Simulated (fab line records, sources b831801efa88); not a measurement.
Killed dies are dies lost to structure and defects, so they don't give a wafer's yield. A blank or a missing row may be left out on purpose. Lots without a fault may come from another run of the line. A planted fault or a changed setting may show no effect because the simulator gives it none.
Which tool did it? | flow gf180mcu | 24 lots, 72 wafers sampled, at 6 steps of a route of 602

WHAT THE GAUGES READ, wafer by wafer
GF_M1_THK_MEAS_06: measures by xrf. Usual: M1_ALCU_THK 448 nm, standard deviation 6.5.
lot  | measured     | on            | M1_ALCU_THK (nm) | flag
L074 | day 15 20:37 | film_metro-04 | 454 451 450      |
L075 | day 16 07:20 | film_metro-04 | 447 457 448      |
L076 | day 16 19:07 | film_metro-02 | 448 443 439      |
L077 | day 17 02:28 | film_metro-02 | 457 462 455      |
L078 | day 17 12:13 | film_metro-04 | 450 457 448      |
L079 | day 18 03:27 | film_metro-04 | 457 449 448      |
L080 | day 18 14:10 | film_metro-01 | 451 452 453      |
L081 | day 18 21:24 | film_metro-02 | 457 447 442      |
L082 | day 19 03:47 | film_metro-01 | 449 450 455      |
L083 | day 19 11:20 | film_metro-01 | 443 451 441      |
L084 | day 19 16:26 | film_metro-02 | 440 436 442      |
L085 | day 20 09:04 | film_metro-02 | 442 448 444      |
L086 | day 20 12:58 | film_metro-04 | 450 447 447      |
L087 | day 20 23:51 | film_metro-01 | 452 445 444      |
L088 | day 21 07:24 | film_metro-01 | 446 443 449      |
L089 | day 21 17:30 | film_metro-01 | 450 446 442      |
L090 | day 21 21:16 | film_metro-02 | 439 434 436      |
L091 | day 22 09:19 | film_metro-01 | 460 462 459      |
L092 | day 23 00:04 | film_metro-02 | 438 432 428      |
L093 | day 23 05:10 | film_metro-01 | 454 456 448      |
L094 | day 23 05:26 | film_metro-02 | 443 437 447      |
L095 | day 23 19:11 | film_metro-04 | 446 449 452      |
L096 | day 24 02:26 | film_metro-02 | 448 448 444      |
L097 | day 24 11:33 | film_metro-02 | 445 444 447      |

GF_M4_CD_MEAS_14: target cd 280 nm. Usual: cd_nm 279.8 nm, standard deviation 1.2.
lot  | measured     | on        | cd_nm (nm)        | flag
L074 | day 23 01:20 | cd_sem-01 | 279.5 279.7 280.1 |
L075 | day 23 13:38 | cd_sem-02 | 280.0 279.5 280.2 |
L076 | day 24 01:04 | cd_sem-01 | 278.1 278.3 279.4 |
L077 | day 24 07:53 | cd_sem-02 | 280.6 281.0 281.1 |
L078 | day 24 16:19 | cd_sem-02 | 279.9 281.6 280.5 |
L079 | day 25 09:28 | cd_sem-01 | 279.5 280.2 281.8 |
L080 | day 25 23:16 | cd_sem-02 | 281.7 279.8 280.7 |
L081 | day 26 02:08 | cd_sem-02 | 278.9 278.6 278.3 |
L082 | day 26 05:50 | cd_sem-02 | 281.8 281.3 281.2 |
L083 | day 26 10:46 | cd_sem-02 | 280.3 281.1 280.4 |
L084 | day 26 22:01 | cd_sem-01 | 280.0 279.8 279.3 |
L085 | day 27 06:43 | cd_sem-02 | 279.2 278.2 279.6 |
L086 | day 27 09:22 | cd_sem-01 | 279.3 279.7 277.8 |
L087 | day 27 22:29 | cd_sem-02 | 280.9 282.2 280.5 |
L088 | day 28 02:48 | cd_sem-01 | 280.9 280.8 281.0 |
L089 | day 28 10:35 | cd_sem-02 | 280.2 279.4 279.4 |
L090 | day 28 17:04 | cd_sem-02 | 277.9 278.8 277.9 |
L091 | day 28 22:59 | cd_sem-02 | 283.0 281.4 281.8 |
L092 | day 29 14:31 | cd_sem-02 | 277.7 277.4 279.3 |
L093 | day 29 15:52 | cd_sem-02 | 278.1 278.4 277.9 |
L094 | day 29 18:43 | cd_sem-01 | 279.3 279.2 278.4 |
L095 | day 30 01:34 | cd_sem-02 | 280.1 278.9 279.1 |
L096 | day 30 10:19 | cd_sem-01 | 279.3 279.6 279.1 |
L097 | day 30 15:37 | cd_sem-02 | 280.2 279.4 279.6 |

WHICH TOOL RAN EACH LOT (tool, then ch and the chambers of the sampled wafers, then the start)
lot  | GF_SAB_STRIP_13                      | GF_M2_METAL_ETCH_16               | GF_V3_CMP_04                  | GF_V3_SPUTTER_22
L074 | plasma_asher-04 ch 0,1, day 14 20:30 | rie_metal-02 ch 0, day 18 19:31   | cmp-01 ch 1,2,3, day 21 00:01 | pvd_sputter-03, day 22 01:09
L075 | plasma_asher-02 ch 0,1, day 15 06:59 | rie_metal-01 ch 0,1, day 19 07:12 | cmp-01 ch 0,1,3, day 21 12:09 | pvd_sputter-03, day 22 13:23
L076 | plasma_asher-04 ch 0,1, day 15 18:25 | rie_metal-03 ch 0,1, day 19 19:55 | cmp-01 ch 0,1,2, day 21 23:33 | pvd_sputter-02, day 23 01:05
L077 | plasma_asher-02 ch 0,1, day 16 00:44 | rie_metal-03 ch 0,1, day 20 03:13 | cmp-02 ch 0,1,2, day 22 07:55 | pvd_sputter-02, day 23 08:14
L078 | plasma_asher-02 ch 0,1, day 16 10:40 | rie_metal-01 ch 0, day 20 13:28   | cmp-02 ch 0,2,3, day 22 17:06 | pvd_sputter-03, day 23 16:45
L079 | plasma_asher-02 ch 0,1, day 17 01:44 | rie_metal-01 ch 0, day 21 07:02   | cmp-01 ch 0,1,2, day 23 11:40 | pvd_sputter-03, day 24 11:45
L080 | plasma_asher-02 ch 0,1, day 17 12:13 | rie_metal-01 ch 0,1, day 21 16:41 | cmp-02 ch 1,2, day 23 19:57   | pvd_sputter-01, day 24 20:33
L081 | plasma_asher-02 ch 0,1, day 17 19:28 | rie_metal-03 ch 0,1, day 22 00:14 | cmp-01 ch 1,2, day 24 03:26   | pvd_sputter-03, day 25 02:58
L082 | plasma_asher-04 ch 0,1, day 18 01:35 | rie_metal-03 ch 0,1, day 22 07:28 | cmp-02 ch 1,2, day 24 09:24   | pvd_sputter-03, day 25 08:40
L083 | plasma_asher-04 ch 0,1, day 18 08:32 | rie_metal-03 ch 0,1, day 22 13:24 | cmp-01 ch 0,1,3, day 24 15:37 | pvd_sputter-01, day 25 12:59
L084 | plasma_asher-01 ch 0,1, day 18 13:51 | rie_metal-01 ch 0,1, day 22 19:47 | cmp-01 ch 0,1,3, day 25 03:11 | pvd_sputter-01, day 26 00:44
L085 | plasma_asher-02 ch 0,1, day 19 06:01 | rie_metal-03 ch 0, day 23 12:13   | cmp-01 ch 2,3, day 25 11:43   | pvd_sputter-02, day 26 10:05
L086 | plasma_asher-02 ch 0,1, day 19 10:09 | rie_metal-03 ch 0,1, day 23 15:09 | cmp-02 ch 1,2,3, day 25 14:49 | pvd_sputter-02, day 26 12:56
L087 | plasma_asher-04 ch 0, day 19 20:59   | rie_metal-02 ch 0,1, day 24 01:34 | cmp-02 ch 0,2,3, day 26 03:31 | pvd_sputter-01, day 27 01:51
L088 | plasma_asher-01 ch 0,1, day 20 04:17 | rie_metal-03 ch 0,1, day 24 09:43 | cmp-01 ch 0,1,2, day 26 07:56 | pvd_sputter-01, day 27 05:42
L089 | plasma_asher-02 ch 0,1, day 20 14:19 | rie_metal-02 ch 0,1, day 24 17:59 | cmp-01 ch 1,2,3, day 26 16:59 | pvd_sputter-02, day 27 14:10
L090 | plasma_asher-01 ch 0,1, day 20 18:19 | rie_metal-01 ch 0,1, day 24 21:43 | cmp-02 ch 0,3, day 26 23:37   | pvd_sputter-01, day 27 20:14
L091 | plasma_asher-04 ch 0,1, day 21 05:35 | rie_metal-01 ch 0,1, day 25 08:33 | cmp-02 ch 0,1,3, day 27 06:22 | pvd_sputter-02, day 28 03:20
L092 | plasma_asher-02 ch 0,1, day 21 20:58 | rie_metal-03 ch 0,1, day 26 01:26 | cmp-02 ch 0,2, day 27 22:15   | pvd_sputter-03, day 28 19:03
L093 | plasma_asher-02 ch 0,1, day 22 01:59 | rie_metal-03 ch 0,1, day 26 03:34 | cmp-02 ch 0,1,2, day 27 23:56 | pvd_sputter-03, day 28 20:13
L094 | plasma_asher-02 ch 0,1, day 22 03:04 | rie_metal-01 ch 0,1, day 26 04:49 | cmp-01 ch 0,2,3, day 28 01:33 | pvd_sputter-02, day 28 22:43
L095 | plasma_asher-01 ch 0,1, day 22 16:07 | rie_metal-01 ch 0,1, day 26 14:37 | cmp-01 ch 1,2, day 28 09:56   | pvd_sputter-02, day 29 06:13
L096 | plasma_asher-04 ch 0,1, day 23 00:10 | rie_metal-03 ch 0,1, day 26 23:10 | cmp-01 ch 0,1,2, day 28 19:11 | pvd_sputter-01, day 29 14:41
L097 | plasma_asher-04 ch 0,1, day 23 09:25 | rie_metal-01 ch 0,1, day 27 04:28 | cmp-02 ch 1,2,3, day 29 00:39 | pvd_sputter-01, day 29 21:04
- GF_SAB_STRIP_13: strips in O2/N2.
- GF_M2_METAL_ETCH_16: etches the open film in Cl2/BCl3, stops on SiO2, target depth 627.5 nm, time 104.6 s.
- GF_V3_CMP_04: polishes SiO2.
- GF_V3_SPUTTER_22: material TiN, target thk 10 nm, time 40 s.

WHAT THE TOOLS THEMSELVES READ (means of the sampled wafers that have a number; where no wafer has one, the mark that the record gives instead)
GF_SAB_STRIP_13. Usual: drypump_motor_current_A 6.08 A, standard deviation 0.19; heater_power_w 340 W, standard deviation 34; oes_product_au 0.710 a.u., standard deviation 0.005; strip_time_to_endpoint_s 12.62 s, standard deviation 0.034.
lot  | tool            | drypump_motor_current_A (A) | heater_power_w (W) | oes_product_au (a.u.) | strip_time_to_endpoint_s (s) | flag
L074 | plasma_asher-04 | 6.11                        | 302                | 0.715                 | 12.57                        |
L075 | plasma_asher-02 | 6.04                        | 359                | 0.711                 | 12.61                        |
L076 | plasma_asher-04 | 6.16                        | 310                | 0.709                 | 12.60                        |
L077 | plasma_asher-02 | 6.03                        | 357                | 0.710                 | 12.60                        |
L078 | plasma_asher-02 | 6.02                        | 363                | 0.707                 | 12.61                        |
L079 | plasma_asher-02 | 6.04                        | 354                | 0.713                 | 12.65                        |
L080 | plasma_asher-02 | 6.09                        | 344                | 0.706                 | 12.65                        |
L081 | plasma_asher-02 | 6.09                        | 346                | 0.717                 | 12.63                        |
L082 | plasma_asher-04 | 6.14                        | 306                | 0.709                 | 12.66                        |
L083 | plasma_asher-04 | 6.14                        | 306                | 0.714                 | 12.62                        |
L084 | plasma_asher-01 | 6.19                        | 379                | 0.711                 | 12.65                        |
L085 | plasma_asher-02 | 6.09                        | 344                | 0.712                 | 12.63                        |
L086 | plasma_asher-02 | 6.08                        | 340                | 0.712                 | 12.62                        |
L087 | plasma_asher-04 | 6.20                        | 305                | 0.709                 | 12.60                        |
L088 | plasma_asher-01 | 5.87                        | 382                | 0.704                 | 12.55                        |
L089 | plasma_asher-02 | 6.02                        | 362                | 0.707                 | 12.59                        |
L090 | plasma_asher-01 | 5.87                        | 382                | 0.710                 | 12.57                        |
L091 | plasma_asher-04 | 6.16                        | 304                | 0.708                 | 12.64                        |
L092 | plasma_asher-02 | 6.08                        | 345                | 0.706                 | 12.59                        |
L093 | plasma_asher-02 | 6.08                        | 343                | 0.711                 | 12.62                        |
L094 | plasma_asher-02 | 6.04                        | 363                | 0.705                 | 12.57                        |
L095 | plasma_asher-01 | 5.88                        | 384                | 0.709                 | 12.62                        |
L096 | plasma_asher-04 | 6.17                        | 301                | 0.716                 | 12.60                        |
L097 | plasma_asher-04 | 6.13                        | 298                | 0.710                 | 12.64                        |

GF_M2_METAL_ETCH_16. Usual: drypump_motor_current_A 5.7 A, standard deviation 0.38; oes_product_au 0.976 a.u., standard deviation 0.0063; throttle_valve_pct 28.246 %, standard deviation 0.0098.
lot  | tool         | drypump_motor_current_A (A) | oes_product_au (a.u.) | throttle_valve_pct (%) | flag
L074 | rie_metal-02 | 5.1                         | 0.968                 | 28.252                 |
L075 | rie_metal-01 | 6.0                         | 0.975                 | 28.245                 |
L076 | rie_metal-03 | 5.7                         | 0.969                 | 28.255                 |
L077 | rie_metal-03 | 5.5                         | 0.978                 | 28.242                 |
L078 | rie_metal-01 | 6.2                         | 0.977                 | 28.237                 |
L079 | rie_metal-01 | 6.2                         | 0.975                 | 28.253                 |
L080 | rie_metal-01 | 6.0                         | 0.975                 | 28.239                 |
L081 | rie_metal-03 | 5.6                         | 0.978                 | 28.247                 |
L082 | rie_metal-03 | 5.7                         | 0.976                 | 28.251                 |
L083 | rie_metal-03 | 5.7                         | 0.979                 | 28.248                 |
L084 | rie_metal-01 | 6.0                         | 0.978                 | 28.242                 |
L085 | rie_metal-03 | 5.4                         | 0.983                 | 28.239                 |
L086 | rie_metal-03 | 5.6                         | 0.982                 | 28.238                 |
L087 | rie_metal-02 | 5.6                         | 0.973                 | 28.247                 |
L088 | rie_metal-03 | 5.7                         | 0.974                 | 28.247                 |
L089 | rie_metal-02 | 5.3                         | 0.985                 | 28.239                 |
L090 | rie_metal-01 | 6.0                         | 0.979                 | 28.239                 |
L091 | rie_metal-01 | 5.7                         | 0.973                 | 28.244                 |
L092 | rie_metal-03 | 5.6                         | 0.978                 | 28.253                 |
L093 | rie_metal-03 | 5.7                         | 0.977                 | 28.244                 |
L094 | rie_metal-01 | 5.7                         | 0.983                 | 28.248                 |
L095 | rie_metal-01 | 5.8                         | 0.969                 | 28.248                 |
L096 | rie_metal-03 | 5.7                         | 0.974                 | 28.249                 |
L097 | rie_metal-01 | 6.0                         | 0.975                 | 28.247                 |

GF_V3_CMP_04. Usual: motor_current_A 11.9 A, standard deviation 1; time_to_endpoint_s 82 s, standard deviation 5.5.
lot  | tool   | motor_current_A (A) | time_to_endpoint_s (s) | flag
L074 | cmp-01 | 12.4                | 81                     |
L075 | cmp-01 | 12.3                | 85                     |
L076 | cmp-01 | 12.3                | 85                     |
L077 | cmp-02 | 11.3                | 88                     |
L078 | cmp-02 | 12.1                | 84                     |
L079 | cmp-01 | 12.2                | 78                     |
L080 | cmp-02 | 11.3                | 85                     |
L081 | cmp-01 | 12.8                | 74                     |
L082 | cmp-02 | 11.2                | 84                     |
L083 | cmp-01 | 12.4                | 81                     |
L084 | cmp-01 | 12.3                | 83                     |
L085 | cmp-01 | 12.0                | 83                     |
L086 | cmp-02 | 11.2                | 77                     |
L087 | cmp-02 | 12.0                | 78                     |
L088 | cmp-01 | 12.0                | 80                     |
L089 | cmp-01 | 12.2                | 82                     |
L090 | cmp-02 | 12.7                | 83                     |
L091 | cmp-02 | 11.8                | 75                     |
L092 | cmp-02 | 12.0                | 81                     |
L093 | cmp-02 | 11.6                | 80                     |
L094 | cmp-01 | 11.9                | 89                     |
L095 | cmp-01 | 12.5                | 84                     |
L096 | cmp-01 | 12.2                | 85                     |
L097 | cmp-02 | 11.1                | 83                     |

GF_V3_SPUTTER_22. Usual: chamber_pressure_pa 5.000 Pa, standard deviation 0.011; throttle_valve_pct 29.6 %, standard deviation 0.68.
lot  | tool           | chamber_pressure_pa (Pa) | throttle_valve_pct (%) | flag
L074 | pvd_sputter-03 | 5.021                    | 29.5                   |
L075 | pvd_sputter-03 | 5.005                    | 29.4                   |
L076 | pvd_sputter-02 | 5.003                    | 29.7                   |
L077 | pvd_sputter-02 | 4.993                    | 29.2                   |
L078 | pvd_sputter-03 | 4.990                    | 29.2                   |
L079 | pvd_sputter-03 | 4.996                    | 29.1                   |
L080 | pvd_sputter-01 | 5.006                    | 29.6                   |
L081 | pvd_sputter-03 | 5.002                    | 29.1                   |
L082 | pvd_sputter-03 | 4.995                    | 30.0                   |
L083 | pvd_sputter-01 | 4.999                    | 30.3                   |
L084 | pvd_sputter-01 | 4.999                    | 29.6                   |
L085 | pvd_sputter-02 | 4.995                    | 29.3                   |
L086 | pvd_sputter-02 | 5.004                    | 29.4                   |
L087 | pvd_sputter-01 | 4.992                    | 30.3                   |
L088 | pvd_sputter-01 | 5.001                    | 29.7                   |
L089 | pvd_sputter-02 | 5.002                    | 29.4                   |
L090 | pvd_sputter-01 | 4.991                    | 30.2                   |
L091 | pvd_sputter-02 | 5.001                    | 29.9                   |
L092 | pvd_sputter-03 | 4.995                    | 28.6                   |
L093 | pvd_sputter-03 | 4.988                    | 29.5                   |
L094 | pvd_sputter-02 | 5.003                    | 29.8                   |
L095 | pvd_sputter-02 | 4.993                    | 29.3                   |
L096 | pvd_sputter-01 | 4.994                    | 30.0                   |
L097 | pvd_sputter-01 | 4.992                    | 30.1                   |

THE ANSWER, worked out from the rows above alone
Rule: a lot is off if the mean of its wafers that have a number lies more than 3 standard deviations from the usual mean. A lot without any number at a reading at which 4 lots or more have one is off too. The other lots that the step has rows for count as sound. The gauges are gone through in route order, then the tools' own readings, and for those a lot's mean is taken as printed above. The first step at which some lot is off is used, and at that step the reading that is off furthest; a lot without a number counts as furthest.
No lot is off at any reading shown: from this, nothing can be told.

WHAT THE SIMULATOR HAD PUT IN
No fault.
